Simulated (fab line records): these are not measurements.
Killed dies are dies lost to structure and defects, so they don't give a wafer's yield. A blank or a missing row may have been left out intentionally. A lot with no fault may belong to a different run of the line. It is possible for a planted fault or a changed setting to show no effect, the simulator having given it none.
Matching of chambers -- flow sky130 -- rie-diel-01 running SKY_VIA2_ETCH_15: 4 sister chambers
The step etches SiO2 in C4F8/O2/Ar, stops on TiN, target depth 546 nm, time 84 s. 14 wafers are shown with their chamber, then 7 later ones without.

## EACH WAFER AND ITS CHAMBER
wafer,chamber,oes-product-au (a.u.)
L603.1,3,0.938
L603.4,0,0.936
L603.6,1,0.931
L604.2,0,0.945
L604.4,1,0.938
L604.6,1,0.944
L607.3,2,0.942
L607.5,2,0.942
L607.6,3,0.940
L608.2,2,0.941
L608.3,1,0.937
L608.6,3,0.935
L610.2,0,0.949
L610.3,3,0.942

SIGNATURES, as means of the wafers listed above
reading,chamber 0,chamber 1,chamber 2,chamber 3,scatter within a chamber
oes-product-au,0.94333,0.93750,0.94167,0.93875,0.00448
Rule: a wafer lies at a distance from a chamber equal to the root of the sum of squares, over the readings, of (its reading less the chamber's mean, divided by the reading's scatter). The wafer belongs to the nearest chamber; if the next one is less than 2 further off, it can't be placed. The scatter: take each reading less its chamber's mean, square it, sum over the shown wafers, divide by the number of wafers less the number of chambers, and take the root.

## WAFERS WHOSE CHAMBER IS MISSING
wafer,oes-product-au (a.u.)
L610.6,0.939
L614.3,0.942
L614.5,0.940
L614.6,0.937
L617.1,0.938
L617.5,0.928
L617.6,0.934

## THE CHAMBER EACH PASSED THROUGH
wafer,from the rows above,in truth
L610.6,can't be placed: 3 or 1 or 2 or 0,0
L614.3,can't be placed: 2 or 0 or 3 or 1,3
L614.5,can't be placed: 3 or 2 or 1 or 0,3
L614.6,can't be placed: 1 or 3 or 2 or 0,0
L617.1,can't be placed: 1 or 3 or 2 or 0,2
L617.5,can't be placed: 1 or 3 or 2 or 0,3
L617.6,can't be placed: 1 or 3 or 2 or 0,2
Correct placement for 0 of the 7. Cannot be placed on the basis of these rows: 7; the candidates contain the true chamber in 7. Wrongly placed: 0.
